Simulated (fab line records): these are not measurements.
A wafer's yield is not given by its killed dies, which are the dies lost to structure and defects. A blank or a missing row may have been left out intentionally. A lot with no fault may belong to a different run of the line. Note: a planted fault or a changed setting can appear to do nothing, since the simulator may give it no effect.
fab line records / flow gf180mcu
[record] lots = 5 wafers = 15 last-day = 34
route steps=602 shown NWELL@46 LVPWELL@54
lots that met no fault: from a run of the same line without faults
start-h: the number of hours between the record's first day and the start of the first shown wafer of the lot / wait-h: hours elapsed since this lot's preceding step / " same as the row above / L1.1+2: a row that stands for several wafers / - no value present, or no start provided / * or withheld: withheld / < > ~ a bound
route shown NAME@n: a module of which the file shows steps, and the number in the route of the first / usual: mean and standard deviation over wafers with no fault / same: alike in all rows / chamber/n: place in a boat / sites: the reading at each site / _std_site: how widely they spread, as a standard deviation / _edge_site: the outer-site mean with the inner-site mean subtracted / radius-mm: for every site, how far away it sits from the centre of the wafer / mask NAME#n: copy n / behind: tool/chamber where the wafer was last shaped / hold: reason for holding the lot/hours on hold/outcome of the hold / device: which transistor (n, p or np) failed to switch / end of line: tests run on the same wafers once the route is complete / a step without rows: its recipe alone / killed: at the first sort, the dies lost to defects and structure; wafer yield is something else / map: the dies of a wafer, with x for killed, . for not killed, _ for no die there
set.NAME: the run value of the setting; set.NAME@STEP: its run value at that earlier step / model.NAME: the simulator's own value behind a step, which no gauge read
certain route steps with their lots: each step a table, each wafer a row
services: the hour from which a tool's chamber was out of use, counted from the record's first day as start-h (under 0 if before that day), plus the number of hours and why
[[steps]]
[step GF_NWELL_EXPOSE_04]
[recipe] mask-id = Nwell target-cd-nm = 860 na = 0.6 source-shape = conventional sigma-outer = 0.6 dose-mj = 260
lot.wafer=L074.1+2+5 tool=iline-stepper-01 chamber=0 start-h=- wait-h=- mask=Nwell#0
lot.wafer=L078.3+5+6 tool=iline-stepper-02 chamber=0 start-h=- wait-h=- mask=Nwell#0
lot.wafer=L092.2+4+6 tool=iline-stepper-02 chamber=0 start-h=- wait-h=- mask=Nwell#0
lot.wafer=L093.1+4+6 tool=iline-stepper-01 chamber=0 start-h=- wait-h=- mask=Nwell#0
lot.wafer=L096.1+4+6 tool=iline-stepper-01 chamber=0 start-h=- wait-h=- mask=Nwell#0
[step GF_NWELL_PEB_05]
[recipe] temp-c = 115 time-s = withheld
lot.wafer=L074.1+2+5 tool=litho-track-02 chamber=0 start-h=- wait-h=-
lot.wafer=L078.3+5+6 tool=litho-track-01 chamber=0 start-h=- wait-h=-
lot.wafer=L092.2+4+6 tool=litho-track-01 chamber=0 start-h=- wait-h=-
lot.wafer=L093.1+4+6 tool=litho-track-01 chamber=0 start-h=- wait-h=-
lot.wafer=L096.1+4+6 tool=litho-track-01 chamber=0 start-h=- wait-h=-
[step GF_NWELL_DEVELOP_06]
[recipe] wall-angle-deg = 90 develop-time-s = 60 dev-temp-c = 23
lot.wafer=L074.1+2+5 tool=litho-track-02 chamber=0 start-h=- wait-h=-
lot.wafer=L078.3+5+6 tool=litho-track-01 chamber=0 start-h=- wait-h=-
lot.wafer=L092.2+4+6 tool=litho-track-01 chamber=0 start-h=- wait-h=-
lot.wafer=L093.1+4+6 tool=litho-track-01 chamber=0 start-h=- wait-h=-
lot.wafer=L096.1+4+6 tool=litho-track-01 chamber=0 start-h=- wait-h=-
[step GF_NWELL_OVL_MEAS_07]
[usual] NWELL_OVL = -0.1/1.3
lot.wafer=L074.1 tool=overlay-01 chamber=- start-h=57.65 wait-h=- NWELL_OVL[nm]=-1.5
lot.wafer=L074.2 tool=overlay-01 chamber=- start-h=57.65 wait-h=- NWELL_OVL[nm]=-1.9
lot.wafer=L074.5 tool=overlay-01 chamber=- start-h=57.65 wait-h=- NWELL_OVL[nm]=-0.2
lot.wafer=L078.3 tool=overlay-01 chamber=- start-h=76.57 wait-h=- NWELL_OVL[nm]=-0.6
lot.wafer=L078.5 tool=overlay-01 chamber=- start-h=76.57 wait-h=- NWELL_OVL[nm]=-0.3
lot.wafer=L078.6 tool=overlay-01 chamber=- start-h=76.57 wait-h=- NWELL_OVL[nm]=1.7
lot.wafer=L092.2 tool=overlay-01 chamber=- start-h=154.21 wait-h=- NWELL_OVL[nm]=-0.6
lot.wafer=L092.4 tool=overlay-01 chamber=- start-h=154.21 wait-h=- NWELL_OVL[nm]=0.6
lot.wafer=L092.6 tool=overlay-01 chamber=- start-h=154.21 wait-h=- NWELL_OVL[nm]=0.7
lot.wafer=L093.1 tool=overlay-01 chamber=- start-h=159.70 wait-h=- NWELL_OVL[nm]=-0.9
lot.wafer=L093.4 tool=overlay-01 chamber=- start-h=159.70 wait-h=- NWELL_OVL[nm]=0.5
lot.wafer=L093.6 tool=overlay-01 chamber=- start-h=159.70 wait-h=- NWELL_OVL[nm]=-1.4
lot.wafer=L096.1 tool=overlay-01 chamber=- start-h=178.15 wait-h=- NWELL_OVL[nm]=-1.3
lot.wafer=L096.4 tool=overlay-01 chamber=- start-h=178.15 wait-h=- NWELL_OVL[nm]=-0.2
lot.wafer=L096.6 tool=overlay-01 chamber=- start-h=178.15 wait-h=- NWELL_OVL[nm]=-0.1
[step GF_NWELL_IMPLANT_08]
[recipe] species = P energy-kev = 450 dose-cm2 = 1.5e+13 tilt-deg = 0
[usual] end-station-pressure-torr = 5.09e-06/2.7e-07
lot.wafer=L074.1 tool=implanter-02 chamber=0 start-h=57.69 wait-h=0.0 end-station-pressure-torr=4.77e-06
lot.wafer=L074.2 tool=implanter-02 chamber=0 start-h=57.69 wait-h=0.0 end-station-pressure-torr=4.92e-06
lot.wafer=L074.5 tool=implanter-02 chamber=0 start-h=57.69 wait-h=0.0 end-station-pressure-torr=5.08e-06
lot.wafer=L078.3 tool=implanter-02 chamber=0 start-h=76.64 wait-h=0.1 end-station-pressure-torr=4.45e-06
lot.wafer=L078.5 tool=implanter-02 chamber=0 start-h=76.64 wait-h=0.1 end-station-pressure-torr=5.18e-06
lot.wafer=L078.6 tool=implanter-02 chamber=0 start-h=76.64 wait-h=0.1 end-station-pressure-torr=5.21e-06
lot.wafer=L092.2 tool=implanter-03 chamber=0 start-h=154.26 wait-h=0.0 end-station-pressure-torr=4.91e-06
lot.wafer=L092.4 tool=implanter-03 chamber=0 start-h=154.26 wait-h=0.0 end-station-pressure-torr=5.14e-06
lot.wafer=L092.6 tool=implanter-03 chamber=0 start-h=154.26 wait-h=0.0 end-station-pressure-torr=5.27e-06
lot.wafer=L093.1 tool=implanter-02 chamber=0 start-h=159.74 wait-h=0.0 end-station-pressure-torr=5.39e-06
lot.wafer=L093.4 tool=implanter-02 chamber=0 start-h=159.74 wait-h=0.0 end-station-pressure-torr=4.92e-06
lot.wafer=L093.6 tool=implanter-02 chamber=0 start-h=159.74 wait-h=0.0 end-station-pressure-torr=5.28e-06
lot.wafer=L096.1 tool=implanter-02 chamber=0 start-h=178.19 wait-h=0.0 end-station-pressure-torr=4.97e-06
lot.wafer=L096.4 tool=implanter-02 chamber=0 start-h=178.19 wait-h=0.0 end-station-pressure-torr=5.09e-06
lot.wafer=L096.6 tool=implanter-02 chamber=0 start-h=178.19 wait-h=0.0 end-station-pressure-torr=5.1e-06
[step GF_NWELL_IMPLANT_09]
[recipe] species = P energy-kev = 160 dose-cm2 = 4e+12 tilt-deg = 0
[usual] end-station-pressure-torr = 4.98e-06/2.4e-07
lot.wafer=L074.1 tool=implanter-02 chamber=0 start-h=57.84 wait-h=0.1 end-station-pressure-torr=4.93e-06
lot.wafer=L074.2 tool=implanter-02 chamber=0 start-h=57.84 wait-h=0.1 end-station-pressure-torr=5.33e-06
lot.wafer=L074.5 tool=implanter-02 chamber=0 start-h=57.84 wait-h=0.1 end-station-pressure-torr=5.13e-06
lot.wafer=L078.3 tool=implanter-02 chamber=0 start-h=76.79 wait-h=0.1 end-station-pressure-torr=4.69e-06
lot.wafer=L078.5 tool=implanter-02 chamber=0 start-h=76.79 wait-h=0.1 end-station-pressure-torr=5.36e-06
lot.wafer=L078.6 tool=implanter-02 chamber=0 start-h=76.79 wait-h=0.1 end-station-pressure-torr=5.02e-06
lot.wafer=L092.2 tool=implanter-03 chamber=0 start-h=154.41 wait-h=0.1 end-station-pressure-torr=4.87e-06
lot.wafer=L092.4 tool=implanter-03 chamber=0 start-h=154.41 wait-h=0.1 end-station-pressure-torr=4.83e-06
lot.wafer=L092.6 tool=implanter-03 chamber=0 start-h=154.41 wait-h=0.1 end-station-pressure-torr=4.73e-06
lot.wafer=L093.1 tool=implanter-02 chamber=0 start-h=159.89 wait-h=0.1 end-station-pressure-torr=5.12e-06
lot.wafer=L093.4 tool=implanter-02 chamber=0 start-h=159.89 wait-h=0.1 end-station-pressure-torr=5e-06
lot.wafer=L093.6 tool=implanter-02 chamber=0 start-h=159.89 wait-h=0.1 end-station-pressure-torr=4.94e-06
lot.wafer=L096.1 tool=implanter-02 chamber=0 start-h=178.34 wait-h=0.1 end-station-pressure-torr=4.72e-06
lot.wafer=L096.4 tool=implanter-02 chamber=0 start-h=178.34 wait-h=0.1 end-station-pressure-torr=4.79e-06
lot.wafer=L096.6 tool=implanter-02 chamber=0 start-h=178.34 wait-h=0.1 end-station-pressure-torr=4.84e-06
[step GF_NWELL_STRIP_10]
[recipe] chemistry = O2/N2 power-w = 1400 pressure-mtorr = 1500 platen-temp-c = 250 o2-flow-sccm = 3000 n2-flow-sccm = 300 overash-fraction = 0.5
[usual] drypump-motor-current-A = 5.92/0.27 heater-power-w = 360/29 n2-flow-sccm = 300.1/0.81 oes-product-au = 0.722/0.0049 strip-time-to-endpoint-s = 36.99/0.12
lot.wafer=L074.1 tool=plasma-asher-02 chamber=1 start-h=57.99 wait-h=0.1 drypump-motor-current-A=5.61 heater-power-w=376 n2-flow-sccm=300.4 oes-product-au=0.717 rf-hours-counter-h=43 strip-time-to-endpoint-s=37.10
lot.wafer=L074.2 tool=plasma-asher-02 chamber=0 start-h=57.99 wait-h=0.1 drypump-motor-current-A=6.14 heater-power-w=297 n2-flow-sccm=300.1 oes-product-au=0.712 rf-hours-counter-h=43 strip-time-to-endpoint-s=37.21
lot.wafer=L074.5 tool=plasma-asher-02 chamber=1 start-h=57.99 wait-h=0.1 drypump-motor-current-A=5.63 heater-power-w=372 n2-flow-sccm=299.3 oes-product-au=0.728 rf-hours-counter-h=- strip-time-to-endpoint-s=37.21
lot.wafer=L078.3 tool=plasma-asher-02 chamber=1 start-h=76.92 wait-h=0.1 drypump-motor-current-A=5.65 heater-power-w=371 n2-flow-sccm=301.0 oes-product-au=0.724 rf-hours-counter-h=- strip-time-to-endpoint-s=36.84
lot.wafer=L078.5 tool=plasma-asher-02 chamber=0 start-h=76.92 wait-h=0.1 drypump-motor-current-A=6.13 heater-power-w=296 n2-flow-sccm=299.4 oes-product-au=0.734 rf-hours-counter-h=- strip-time-to-endpoint-s=36.85
lot.wafer=L078.6 tool=plasma-asher-02 chamber=1 start-h=76.92 wait-h=0.1 drypump-motor-current-A=5.65 heater-power-w=377 n2-flow-sccm=300.3 oes-product-au=0.713 rf-hours-counter-h=- strip-time-to-endpoint-s=36.97
lot.wafer=L092.2 tool=plasma-asher-04 chamber=0 start-h=154.54 wait-h=0.1 drypump-motor-current-A=6.15 heater-power-w=387 n2-flow-sccm=300.3 oes-product-au=0.717 rf-hours-counter-h=4 strip-time-to-endpoint-s=36.89
lot.wafer=L092.4 tool=plasma-asher-04 chamber=0 start-h=154.54 wait-h=0.1 drypump-motor-current-A=6.12 heater-power-w=383 n2-flow-sccm=300.4 oes-product-au=0.722 rf-hours-counter-h=- strip-time-to-endpoint-s=36.87
lot.wafer=L092.6 tool=plasma-asher-04 chamber=0 start-h=154.54 wait-h=0.1 drypump-motor-current-A=6.15 heater-power-w=395 n2-flow-sccm=300.8 oes-product-au=0.725 rf-hours-counter-h=- strip-time-to-endpoint-s=36.90
lot.wafer=L093.1 tool=plasma-asher-04 chamber=1 start-h=160.04 wait-h=0.1 drypump-motor-current-A=5.58 heater-power-w=358 n2-flow-sccm=298.7 oes-product-au=0.722 rf-hours-counter-h=4 strip-time-to-endpoint-s=37.04
lot.wafer=L093.4 tool=plasma-asher-04 chamber=0 start-h=160.04 wait-h=0.1 drypump-motor-current-A=6.12 heater-power-w=388 n2-flow-sccm=298.6 oes-product-au=0.723 rf-hours-counter-h=- strip-time-to-endpoint-s=37.03
lot.wafer=L093.6 tool=plasma-asher-04 chamber=1 start-h=160.04 wait-h=0.1 drypump-motor-current-A=5.58 heater-power-w=359 n2-flow-sccm=299.3 oes-product-au=0.727 rf-hours-counter-h=- strip-time-to-endpoint-s=36.95
lot.wafer=L096.1 tool=plasma-asher-02 chamber=1 start-h=178.49 wait-h=0.1 drypump-motor-current-A=5.64 heater-power-w=365 n2-flow-sccm=299.2 oes-product-au=0.721 rf-hours-counter-h=56 strip-time-to-endpoint-s=36.94
lot.wafer=L096.4 tool=plasma-asher-02 chamber=1 start-h=178.49 wait-h=0.1 drypump-motor-current-A=5.64 heater-power-w=373 n2-flow-sccm=299.6 oes-product-au=0.724 rf-hours-counter-h=- strip-time-to-endpoint-s=36.92
lot.wafer=L096.6 tool=plasma-asher-02 chamber=0 start-h=178.49 wait-h=0.1 drypump-motor-current-A=6.12 heater-power-w=294 n2-flow-sccm=300.2 oes-product-au=0.728 rf-hours-counter-h=- strip-time-to-endpoint-s=37.14
[step GF_NWELL_TW_MEAS_11]
[usual] NWELL_TW = 1568/9.9
lot.wafer=L074.1 tool=film-metro-04 chamber=- start-h=58.09 wait-h=0.1 NWELL_TW=1572
lot.wafer=L074.2 tool=film-metro-04 chamber=- start-h=58.09 wait-h=0.1 NWELL_TW=1581
lot.wafer=L074.5 tool=film-metro-04 chamber=- start-h=58.09 wait-h=0.1 NWELL_TW=1568
lot.wafer=L078.3 tool=film-metro-02 chamber=- start-h=77.01 wait-h=0.1 NWELL_TW=1574
lot.wafer=L078.5 tool=film-metro-02 chamber=- start-h=77.01 wait-h=0.1 NWELL_TW=1570
lot.wafer=L078.6 tool=film-metro-02 chamber=- start-h=77.01 wait-h=0.1 NWELL_TW=1559
lot.wafer=L092.2 tool=film-metro-04 chamber=- start-h=154.65 wait-h=0.1 NWELL_TW=1582
lot.wafer=L092.4 tool=film-metro-04 chamber=- start-h=154.65 wait-h=0.1 NWELL_TW=1583
lot.wafer=L092.6 tool=film-metro-04 chamber=- start-h=154.65 wait-h=0.1 NWELL_TW=1579
lot.wafer=L093.1 tool=film-metro-01 chamber=- start-h=160.14 wait-h=0.1 NWELL_TW=1557
lot.wafer=L093.4 tool=film-metro-01 chamber=- start-h=160.14 wait-h=0.1 NWELL_TW=1559
lot.wafer=L093.6 tool=film-metro-01 chamber=- start-h=160.14 wait-h=0.1 NWELL_TW=1559
lot.wafer=L096.1 tool=film-metro-01 chamber=- start-h=178.59 wait-h=0.1 NWELL_TW=1556
lot.wafer=L096.4 tool=film-metro-01 chamber=- start-h=178.59 wait-h=0.1 NWELL_TW=1555
lot.wafer=L096.6 tool=film-metro-01 chamber=- start-h=178.59 wait-h=0.1 NWELL_TW=1561
[step GF_LVPWELL_DEHYDRATE_00]
[recipe] temp-c = 200 time-s = 60
[same] time-s = 60
lot.wafer=L074.1+2+5 tool=litho-track-02 chamber=0 start-h=63.85 wait-h=5.8
lot.wafer=L078.3+5+6 tool=litho-track-01 chamber=0 start-h=82.65 wait-h=5.6
lot.wafer=L092.2+4+6 tool=litho-track-01 chamber=0 start-h=161.98 wait-h=7.3
lot.wafer=L093.1+4+6 tool=litho-track-04 chamber=0 start-h=167.52 wait-h=7.4
lot.wafer=L096.1+4+6 tool=litho-track-02 chamber=0 start-h=185.85 wait-h=7.3
[step GF_LVPWELL_HMDS_01]
[recipe] prime-time-s = 60 prime-temp-c = 120
[same] prime-time-s = 60
lot.wafer=L074.1+2+5 tool=litho-track-02 chamber=0 start-h=64.00 wait-h=0.1
lot.wafer=L078.3+5+6 tool=litho-track-01 chamber=0 start-h=82.80 wait-h=0.1
lot.wafer=L092.2+4+6 tool=litho-track-01 chamber=0 start-h=162.13 wait-h=0.1
lot.wafer=L093.1+4+6 tool=litho-track-04 chamber=0 start-h=167.67 wait-h=0.1
lot.wafer=L096.1+4+6 tool=litho-track-02 chamber=0 start-h=186.00 wait-h=0.1
[step GF_LVPWELL_COAT_02]
[recipe] spin-rpm = 2000 resist-thk-nm = 3000
lot.wafer=L074.1+2+5 tool=litho-track-02 chamber=0 start-h=64.15 wait-h=0.1
lot.wafer=L078.3+5+6 tool=litho-track-01 chamber=0 start-h=82.95 wait-h=0.1
lot.wafer=L092.2+4+6 tool=litho-track-01 chamber=0 start-h=162.28 wait-h=0.1
lot.wafer=L093.1+4+6 tool=litho-track-04 chamber=0 start-h=167.82 wait-h=0.1
lot.wafer=L096.1+4+6 tool=litho-track-02 chamber=0 start-h=186.15 wait-h=0.1
[step GF_LVPWELL_SOFTBAKE_03]
[recipe] temp-c = 110 time-s = withheld
lot.wafer=L074.1+2+5 tool=litho-track-02 chamber=0 start-h=64.30 wait-h=0.1
lot.wafer=L078.3+5+6 tool=litho-track-01 chamber=0 start-h=83.12 wait-h=0.1
lot.wafer=L092.2+4+6 tool=litho-track-01 chamber=0 start-h=162.44 wait-h=0.1
lot.wafer=L093.1+4+6 tool=litho-track-04 chamber=0 start-h=167.97 wait-h=0.1
lot.wafer=L096.1+4+6 tool=litho-track-02 chamber=0 start-h=186.30 wait-h=0.1
[step GF_LVPWELL_EXPOSE_04]
[recipe] mask-id = LVPWELL target-cd-nm = 600 na = 0.6 source-shape = conventional sigma-outer = 0.6 dose-mj = 260
lot.wafer=L074.1+2+5 tool=iline-stepper-01 chamber=0 start-h=- wait-h=- mask=LVPWELL#0
lot.wafer=L078.3+5+6 tool=iline-stepper-01 chamber=0 start-h=- wait-h=- mask=LVPWELL#0
lot.wafer=L092.2+4+6 tool=iline-stepper-02 chamber=0 start-h=- wait-h=- mask=LVPWELL#0
lot.wafer=L093.1+4+6 tool=iline-stepper-01 chamber=0 start-h=- wait-h=- mask=LVPWELL#0
lot.wafer=L096.1+4+6 tool=iline-stepper-01 chamber=0 start-h=- wait-h=- mask=LVPWELL#0
[step GF_LVPWELL_PEB_05]
[recipe] temp-c = 115 time-s = withheld
lot.wafer=L074.1+2+5 tool=litho-track-01 chamber=0 start-h=- wait-h=-
lot.wafer=L078.3+5+6 tool=litho-track-01 chamber=0 start-h=- wait-h=-
lot.wafer=L092.2+4+6 tool=litho-track-02 chamber=0 start-h=- wait-h=-
lot.wafer=L093.1+4+6 tool=litho-track-04 chamber=0 start-h=- wait-h=-
lot.wafer=L096.1+4+6 tool=litho-track-02 chamber=0 start-h=- wait-h=-
[step GF_LVPWELL_DEVELOP_06]
[recipe] wall-angle-deg = 90 develop-time-s = 60 dev-temp-c = 23
lot.wafer=L074.1+2+5 tool=litho-track-01 chamber=0 start-h=- wait-h=-
lot.wafer=L078.3+5+6 tool=litho-track-01 chamber=0 start-h=- wait-h=-
lot.wafer=L092.2+4+6 tool=litho-track-02 chamber=0 start-h=- wait-h=-
lot.wafer=L093.1+4+6 tool=litho-track-04 chamber=0 start-h=- wait-h=-
lot.wafer=L096.1+4+6 tool=litho-track-02 chamber=0 start-h=- wait-h=-
[step GF_LVPWELL_OVL_MEAS_07]
[usual] LVPWELL_OVL = -0.8/1.2
lot.wafer=L074.1 tool=overlay-02 chamber=- start-h=70.76 wait-h=- LVPWELL_OVL[nm]=1.6
lot.wafer=L074.2 tool=overlay-02 chamber=- start-h=70.76 wait-h=- LVPWELL_OVL[nm]=2.0
lot.wafer=L074.5 tool=overlay-02 chamber=- start-h=70.76 wait-h=- LVPWELL_OVL[nm]=-0.6
lot.wafer=L078.3 tool=overlay-02 chamber=- start-h=89.82 wait-h=- LVPWELL_OVL[nm]=0.5
lot.wafer=L078.5 tool=overlay-02 chamber=- start-h=89.82 wait-h=- LVPWELL_OVL[nm]=0.0
lot.wafer=L078.6 tool=overlay-02 chamber=- start-h=89.82 wait-h=- LVPWELL_OVL[nm]=0.6
lot.wafer=L092.2 tool=overlay-02 chamber=- start-h=170.21 wait-h=- LVPWELL_OVL[nm]=-1.0
lot.wafer=L092.4 tool=overlay-02 chamber=- start-h=170.21 wait-h=- LVPWELL_OVL[nm]=-1.2
lot.wafer=L092.6 tool=overlay-02 chamber=- start-h=170.21 wait-h=- LVPWELL_OVL[nm]=-1.8
lot.wafer=L093.1 tool=overlay-01 chamber=- start-h=175.82 wait-h=- LVPWELL_OVL[nm]=-2.5
lot.wafer=L093.4 tool=overlay-01 chamber=- start-h=175.82 wait-h=- LVPWELL_OVL[nm]=-1.9
lot.wafer=L093.6 tool=overlay-01 chamber=- start-h=175.82 wait-h=- LVPWELL_OVL[nm]=0.5
lot.wafer=L096.1 tool=overlay-01 chamber=- start-h=195.05 wait-h=- LVPWELL_OVL[nm]=-0.2
lot.wafer=L096.4 tool=overlay-01 chamber=- start-h=195.05 wait-h=- LVPWELL_OVL[nm]=-0.5
lot.wafer=L096.6 tool=overlay-01 chamber=- start-h=195.05 wait-h=- LVPWELL_OVL[nm]=-1.4
[[services]]
tool=iline-stepper-02 chamber=- start-h=56.03 hours=1.7 kind=pm
tool=implanter-02 chamber=- start-h=59.59 hours=4.9 kind=pm
tool=iline-stepper-02 chamber=0 start-h=63.77 hours=- kind=calibration
tool=implanter-03 chamber=- start-h=68.20 hours=0.6 kind=repair
tool=implanter-03 chamber=- start-h=88.61 hours=5.3 kind=pm
tool=iline-stepper-01 chamber=- start-h=89.64 hours=1.7 kind=pm
tool=iline-stepper-01 chamber=0 start-h=93.62 hours=- kind=calibration
tool=litho-track-02 chamber=- start-h=98.72 hours=- kind=consumable-replace:filter
tool=implanter-02 chamber=- start-h=98.86 hours=1.3 kind=repair
tool=plasma-asher-04 chamber=- start-h=108.81 hours=9.0 kind=pm
tool=plasma-asher-04 chamber=0 start-h=108.81 hours=9.0 kind=vent-cycle
tool=plasma-asher-04 chamber=1 start-h=108.81 hours=9.0 kind=vent-cycle
tool=plasma-asher-04 chamber=0 start-h=117.81 hours=- kind=clean
tool=plasma-asher-04 chamber=1 start-h=117.81 hours=- kind=clean
tool=iline-stepper-02 chamber=- start-h=125.96 hours=4.4 kind=pm
tool=implanter-02 chamber=- start-h=193.38 hours=0.8 kind=repair
[[key]]
fault none
